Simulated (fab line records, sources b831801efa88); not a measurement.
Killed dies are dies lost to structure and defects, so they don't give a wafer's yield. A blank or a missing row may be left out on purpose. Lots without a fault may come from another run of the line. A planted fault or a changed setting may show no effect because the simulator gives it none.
Which tool did it? | flow sky130 | 12 lots, 36 wafers sampled, at 2 steps of a route of 708

WHAT THE GAUGES READ, wafer by wafer
SKY_POLY_GATE_THK_MEAS_04.
lot  | measured     | on            | POLY_GATE_CVD_03_THK (nm)
L460 | day 15 02:07 | film_metro-04 | 74.5 74.9 74.8
L462 | day 15 12:52 | film_metro-02 | 76.4 75.9 75.5
L469 | day 18 22:46 | film_metro-02 | 75.2 75.2 75.9
L470 | day 18 22:47 | film_metro-01 | 75.3 75.2 74.9
L471 | day 19 10:03 | film_metro-01 | 75.1 75.1 75.1
L473 | day 19 21:17 | film_metro-02 | 75.0 75.4 75.4
L476 | day 20 18:09 | film_metro-01 | 75.6 75.2 75.7
L479 | day 22 00:43 | film_metro-01 | 76.3 76.2 76.5
L480 | day 22 12:03 | film_metro-02 | 74.9 75.0 74.5
L481 | day 22 13:37 | film_metro-02 | 74.0 74.4 74.9
L482 | day 22 20:10 | film_metro-04 | 74.5 75.1 74.9
L483 | day 23 09:16 | film_metro-01 | 75.3 74.5 74.5

WHICH TOOL RAN EACH LOT (tool, then ch and the chambers of the sampled wafers, then the start)
lot  | SKY_GATE_OXIDE_STRIP_13
L460 | plasma_asher-04 ch 0,1, day 13 18:02
L462 | plasma_asher-04 ch 0,1, day 14 04:16
L469 | plasma_asher-04 ch 0, day 17 07:25
L470 | plasma_asher-04 ch 0,1, day 17 09:19
L471 | plasma_asher-04 ch 0,1, day 17 23:28
L473 | plasma_asher-04 ch 0,1, day 18 07:43
L476 | plasma_asher-02 ch 1, day 19 06:25
L479 | plasma_asher-02 ch 0,1, day 20 11:34
L480 | plasma_asher-04 ch 0,1, day 21 00:25
L481 | plasma_asher-01 ch 0,1, day 21 03:29
L482 | plasma_asher-04 ch 0,1, day 21 09:13
L483 | plasma_asher-04 ch 0,1, day 21 22:19
- SKY_GATE_OXIDE_STRIP_13: strips in O2/N2.

WHAT THE TOOLS THEMSELVES READ (means of the sampled wafers that have a number; where no wafer has one, the mark that the record gives instead)
SKY_GATE_OXIDE_STRIP_13.
lot  | tool            | drypump_motor_current_A (A) | oes_product_au (a.u.) | strip_time_to_endpoint_s (s)
L460 | plasma_asher-04 | 5.4                         | 0.712                 | 14.14
L462 | plasma_asher-04 | 5.4                         | 0.719                 | 14.17
L469 | plasma_asher-04 | 6.7                         | 0.713                 | 14.20
L470 | plasma_asher-04 | 6.0                         | 0.722                 | 14.16
L471 | plasma_asher-04 | 5.4                         | 0.717                 | 14.15
L473 | plasma_asher-04 | 5.4                         | 0.713                 | 14.18
L476 | plasma_asher-02 | 5.9                         | 0.717                 | 14.24
L479 | plasma_asher-02 | 5.6                         | 0.717                 | 14.27
L480 | plasma_asher-04 | 6.0                         | 0.716                 | 14.22
L481 | plasma_asher-01 | 5.9                         | 0.715                 | 14.25
L482 | plasma_asher-04 | 6.0                         | 0.716                 | 14.20
L483 | plasma_asher-04 | 5.4                         | 0.712                 | 14.17

THE ANSWER, worked out from the rows above alone
Rule: what is usual is taken from the lots themselves. Put in order of their means at a reading, lots are off if they are a third of the lots or fewer, leave a main group of 4 or more, and stand apart from it by a gap of 3 or more times the standard deviation of the main group's means; of several such gaps the widest counts. A main group whose means are all the same, to the digits that the tables above print for the reading, isn't used. A lot without any number at a reading at which 4 lots or more have one is off too. The other lots that the step has rows for count as sound. The gauges are gone through in route order, then the tools' own readings, and for those a lot's mean is taken as printed above. The first step at which some lot is off is used, and at that step the reading that is off furthest; a lot without a number counts as furthest.
No lot is off at any reading shown: from this, nothing can be told.

WHAT THE SIMULATOR HAD PUT IN
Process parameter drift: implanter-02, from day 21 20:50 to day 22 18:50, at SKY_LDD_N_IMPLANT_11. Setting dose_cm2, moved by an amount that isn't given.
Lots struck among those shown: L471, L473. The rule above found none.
